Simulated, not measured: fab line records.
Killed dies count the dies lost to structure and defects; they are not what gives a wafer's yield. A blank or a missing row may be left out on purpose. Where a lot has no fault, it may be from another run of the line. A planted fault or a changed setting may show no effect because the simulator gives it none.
A lot that was struck, set against a sound lot | flow gf180mcu | 15 steps out of a route of 602
Sound: the wafers L351.2, L351.4, L351.6. Struck: wafers L360.4, L360.5. (L360.6 of the same lot was not struck and is left out.) The cause comes at the end.
At each step with rows: each side's tool, then ch and its chambers, then its first start. Under that, the readings that differ: sound wafers | struck wafers | difference of the means | sigmas: that difference in standard deviations of wafers without a fault.
alike: a reading whose means differ by less than 2 such deviations, as well as words and numbers matching on both sides. not compared: withheld readings; readings where some wafer has no value; bounds like >300 that might hide an equal value; numbers whose values overlap and for which the record gives no deviation.
Wherever a step has rows on one side only, a row that says differs or no value, or a row with sigmas, the two part there. Numbers that don't overlap but have no deviation are shown without sigmas and don't part them. Lack of a reading on every wafer of one side parts them only where that side has two or more wafers.

first, 3 steps without rows for these wafers: GF_V3_EXPOSE_11 (exposes mask Via3, target cd 260 nm); GF_V3_PEB_12 (peb time 90 s); GF_V3_DEVELOP_13 (develop time 60 s).
GF_V3_CD_MEAS_14: the cd target is 260 nm.
  sound on cd sem-01 at day 25 03:45; struck on cd sem-01 at day 28 17:55
  alike: cd nm
GF_V3_OVL_MEAS_15:
  sound on overlay-01 at day 25 03:52; struck on overlay-02 at day 28 17:59
  alike: V3_OVL
GF_V3_ETCH_16: etches BARC in N2/H2.
  sound on rie diel-04 ch 0,1,2, day 25 03:53; struck on rie diel-03 ch 0,1, day 28 18:01
  alike: chamber pressure mTorr, drypump motor current A, n2 flow sccm, oes product au, throttle valve pct
GF_V3_ETCH_17: etches SiO2 in C4F8/O2/Ar, stops on TiN, target depth 635 nm.
  sound on rie diel-04 ch 0,1,2; struck on rie diel-03 ch 0,1
  alike: chamber pressure mTorr, oes product au
GF_V3_STRIP_18: strips in O2/N2.
  sound on plasma asher-01 ch 0,1, day 25 04:01; struck on plasma asher-04 ch 0, day 28 18:10
  reading                     | sound       | struck  | difference | sigmas
  drypump motor current A (A) | 5.7 5.4 5.4 | 6.7 6.7 | +1.2       | +3
  alike: chamber pressure mTorr, heater power w, n2 flow sccm, oes product au, platen temp c
  not compared: rf hours counter h
then, 2 steps without rows for these wafers: GF_V3_STRIP_19 (strips in post etch residue remover, time 1200 s); GF_V3_CLEAN_20 (cleans in DIW).
GF_V3_SPUTTER_21: material Ti, target thk 15 nm, time 80.02 s.
  sound on pvd sputter-03 at day 25 04:35; struck on pvd sputter-01 at day 28 18:40
  alike: cathode dc power W, throttle valve pct
GF_V3_SPUTTER_22: material TiN, target thk 10 nm, time 40 s.
  sound on pvd sputter-03 at day 25 04:39; struck on pvd sputter-01 at day 28 18:44
  alike: cathode dc power W, throttle valve pct
GF_V3_CVD_23: deposits W, target thk 350 nm, time 104.9 s.
  sound on cvd w-01 ch 0, day 25 04:41; struck on cvd w-02 ch 0, day 28 18:49
  reading                          | sound             | struck      | difference | sigmas
  chamber pressure Torr (Torr)     | 39.93 39.96 39.94 | 37.48 37.36 | -2.52      | -29
  model.W_of_V3_CVD_23.thk nm (nm) | 350.4 346.5 352.8 | 345.7 345.1 | -4.5       |
  alike: heater power w, susceptor temp C
GF_V3_RS_MEAS_24: the measuring method here is four-point-probe.
  sound on film metro-03 at day 25 04:52; struck on film metro-03 at day 28 18:56
  alike: V3_W_RS
GF_PASSIVATION_PROBE_99:
  the record has rows for the sound wafers here (prober-01, day 31 08:01) and none for the struck ones

## WHERE THEY PART
First at GF_V3_STRIP_18; last, within this record, at GF_PASSIVATION_PROBE_99.

WHY: what the simulator had put in
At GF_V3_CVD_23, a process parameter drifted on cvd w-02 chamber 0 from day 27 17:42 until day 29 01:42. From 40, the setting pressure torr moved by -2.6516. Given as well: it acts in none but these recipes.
